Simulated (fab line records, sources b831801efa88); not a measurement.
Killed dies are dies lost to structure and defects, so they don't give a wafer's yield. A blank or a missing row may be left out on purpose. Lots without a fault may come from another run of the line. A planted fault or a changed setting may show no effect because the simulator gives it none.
Which tool did it? | flow gf180mcu | 13 lots, 39 wafers sampled, at 7 steps of a route of 602

WHAT THE GAUGES READ, wafer by wafer
GF_HV_LDD_CD_MEAS_19: target cd 400 nm.
lot  | measured     | on        | cd_nm (nm)
L410 | day 11 16:38 | cd_sem-02 | 400.2 398.3 401.1
L411 | day 12 02:38 | cd_sem-01 | 400.7 400.7 400.3
L412 | day 12 03:32 | cd_sem-02 | 399.3 399.5 400.7
L413 | day 12 07:08 | cd_sem-02 | 402.4 403.2 402.5
L415 | day 12 18:11 | cd_sem-02 | 403.1 400.8 401.2
L416 | day 13 11:08 | cd_sem-02 | 398.1 396.0 398.2
L418 | day 13 13:16 | cd_sem-02 | 395.2 397.2 398.5
L419 | day 13 20:05 | cd_sem-01 | 399.6 396.0 397.9
L421 | day 14 11:50 | cd_sem-01 | - - -
L429 | day 17 00:46 | cd_sem-02 | 402.9 401.1 402.2
L430 | day 17 05:21 | cd_sem-01 | 402.8 402.9 403.8
L431 | day 17 11:55 | cd_sem-02 | 404.0 401.5 402.6
L432 | day 17 18:29 | cd_sem-01 | 400.5 401.7 400.4

GF_HV_LDD_TW_MEAS_23.
lot  | measured     | on            | HV_LDD_2_TW
L410 | day 11 17:02 | film_metro-01 | 1072 1068 1066
L411 | day 12 03:01 | film_metro-02 | 1064 1061 1068
L412 | day 12 03:56 | film_metro-03 | 1053 1045 1056
L413 | day 12 07:32 | film_metro-01 | 1077 1071 1070
L415 | day 12 18:36 | film_metro-02 | 1066 1066 1067
L416 | day 13 11:33 | film_metro-03 | 1053 1045 1046
L418 | day 13 13:40 | film_metro-03 | 1045 1046 1052
L419 | day 13 20:30 | film_metro-02 | 1065 1069 1071
L421 | day 14 12:14 | film_metro-02 | 30 30 30
L429 | day 17 01:10 | film_metro-03 | 1051 1046 1051
L430 | day 17 05:45 | film_metro-03 | 1050 1054 1053
L431 | day 17 12:18 | film_metro-03 | 1046 1056 1053
L432 | day 17 18:52 | film_metro-01 | 1066 1064 1065

GF_HV_LDD_TW_MEAS_38.
lot  | measured     | on            | HV_LDD_3_TW
L410 | day 12 12:42 | film_metro-01 | 1460 1455 1454
L411 | day 12 23:04 | film_metro-02 | 1443 1446 1452
L412 | day 13 00:09 | film_metro-02 | 1452 1453 1455
L413 | day 13 03:16 | film_metro-02 | 1454 1460 1463
L415 | day 13 14:03 | film_metro-03 | 1424 1424 1434
L416 | day 14 08:03 | film_metro-02 | 1451 1447 1447
L418 | day 14 10:08 | film_metro-03 | 1431 1430 1435
L419 | day 14 17:44 | film_metro-02 | 1442 1450 1438
L421 | day 15 09:29 | film_metro-03 | 1594 1582 1581
L429 | day 18 01:43 | film_metro-01 | 1454 1442 1446
L430 | day 18 05:46 | film_metro-03 | 1434 1437 1442
L431 | day 18 13:00 | film_metro-01 | 1451 1453 1453
L432 | day 18 19:10 | film_metro-01 | 1446 1450 1452

GF_CONTACT_THK_MEAS_26: measures by xrf.
lot  | measured     | on            | CONTACT_W_THK (nm)
L410 | day 17 05:59 | film_metro-02 | 297 299 296
L411 | day 17 15:10 | film_metro-01 | 294 287 288
L412 | day 17 15:56 | film_metro-02 | 298 295 296
L413 | day 17 19:05 | film_metro-02 | 294 297 292
L415 | day 18 07:50 | film_metro-03 | 298 298 297
L416 | day 19 12:31 | film_metro-02 | 293 295 292
L418 | day 19 11:49 | film_metro-02 | 289 288 291
L419 | day 19 21:26 | film_metro-03 | 296 302 294
L429 | day 23 07:26 | film_metro-01 | 290 288 288
L430 | day 23 10:14 | film_metro-02 | 286 289 285
L431 | day 23 18:29 | film_metro-01 | 288 288 291
L432 | day 24 00:13 | film_metro-02 | 298 296 303

GF_M1_OVL_MEAS_15.
lot  | measured     | on         | M1_OVL (nm)
L410 | day 18 05:46 | overlay-01 | 0 3 1
L411 | day 18 15:16 | overlay-01 | 0 -5 3
L412 | day 18 16:01 | overlay-01 | 7 0 6
L413 | day 18 19:07 | overlay-02 | 7 9 8
L415 | day 19 08:43 | overlay-01 | 1 -4 5
L416 | day 20 13:45 | overlay-01 | 3 5 10
L418 | day 20 13:10 | overlay-02 | 0 -6 -2
L419 | day 20 22:30 | overlay-02 | -7 -7 -4
L429 | day 24 06:22 | overlay-01 | 1 1 3
L430 | day 24 08:43 | overlay-01 | 3 -5 -1
L431 | day 24 17:10 | overlay-02 | 9 14 5
L432 | day 24 22:38 | overlay-01 | 1 3 2

WHICH TOOL RAN EACH LOT (tool, then ch and the chambers of the sampled wafers, then the start)
lot  | GF_HV_LDD_EXPOSE_16                 | GF_M1_SPUTTER_04
L410 | iline_stepper-01 ch 0, day 11 07:43 | pvd_sputter-03, day 17 06:31
L411 | iline_stepper-01 ch 0, day 11 17:08 | pvd_sputter-01, day 17 15:41
L412 | iline_stepper-01 ch 0, day 11 18:29 | pvd_sputter-03, day 17 16:28
L413 | iline_stepper-02 ch 0, day 11 22:31 | pvd_sputter-02, day 17 19:38
L415 | iline_stepper-02 ch 0, day 12 08:50 | pvd_sputter-02, day 18 08:23
L416 | iline_stepper-01 ch 0, day 13 02:13 | pvd_sputter-03, day 19 13:04
L418 | iline_stepper-02 ch 0, day 13 03:49 | pvd_sputter-01, day 19 12:22
L419 | iline_stepper-01 ch 0, day 13 10:58 | pvd_sputter-02, day 19 21:58
L421 | iline_stepper-02 ch 0, day 14 01:49 | -
L429 | iline_stepper-01 ch 0, day 16 13:47 | pvd_sputter-03, day 23 08:05
L430 | iline_stepper-01 ch 0, day 16 17:58 | pvd_sputter-01, day 23 10:46
L431 | iline_stepper-02 ch 0, day 17 00:29 | pvd_sputter-03, day 23 19:22
L432 | iline_stepper-01 ch 0, day 17 07:37 | pvd_sputter-02, day 24 00:46
- GF_HV_LDD_EXPOSE_16: exposes mask Pplus LV AREA, target cd 400 nm.
- GF_M1_SPUTTER_04: material TiN, target thk 50 nm, time 41.7 s.

WHAT THE TOOLS THEMSELVES READ (means of the sampled wafers that have a number; where no wafer has one, the mark that the record gives instead)
GF_M1_SPUTTER_04.
lot  | tool           | throttle_valve_pct (%)
L410 | pvd_sputter-03 | 30.8
L411 | pvd_sputter-01 | 29.2
L412 | pvd_sputter-03 | 29.6
L413 | pvd_sputter-02 | 29.8
L415 | pvd_sputter-02 | 29.4
L416 | pvd_sputter-03 | 29.9
L418 | pvd_sputter-01 | 29.5
L419 | pvd_sputter-02 | 30.0
L429 | pvd_sputter-03 | 29.9
L430 | pvd_sputter-01 | 30.0
L431 | pvd_sputter-03 | 30.4
L432 | pvd_sputter-02 | 30.4

THE ANSWER, worked out from the rows above alone
Rule: what is usual is taken from the lots themselves. Put in order of their means at a reading, lots are off if they are a third of the lots or fewer, leave a main group of 4 or more, and stand apart from it by a gap of 3 or more times the standard deviation of the main group's means; of several such gaps the widest counts. A main group whose means are all the same, to the digits that the tables above print for the reading, isn't used. A lot without any number at a reading at which 4 lots or more have one is off too. The other lots that the step has rows for count as sound. The gauges are gone through in route order, then the tools' own readings, and for those a lot's mean is taken as printed above. The first step at which some lot is off is used, and at that step the reading that is off furthest; a lot without a number counts as furthest.
Off: L421, at GF_HV_LDD_CD_MEAS_19 (cd_nm). Without a number there: L421. The main group: mean 400.5 nm, standard deviation 2.1.
A tool fits if, at a process step before that reading, it ran every lot that is off, and no sound lot after the first of them. The gauges at GF_HV_LDD_CD_MEAS_19 aren't tried: what is off there is off at GF_HV_LDD_TW_MEAS_23 too, on other tools, and a gauge's error can't cause that. None of those tried fits.

WHAT THE SIMULATOR HAD PUT IN
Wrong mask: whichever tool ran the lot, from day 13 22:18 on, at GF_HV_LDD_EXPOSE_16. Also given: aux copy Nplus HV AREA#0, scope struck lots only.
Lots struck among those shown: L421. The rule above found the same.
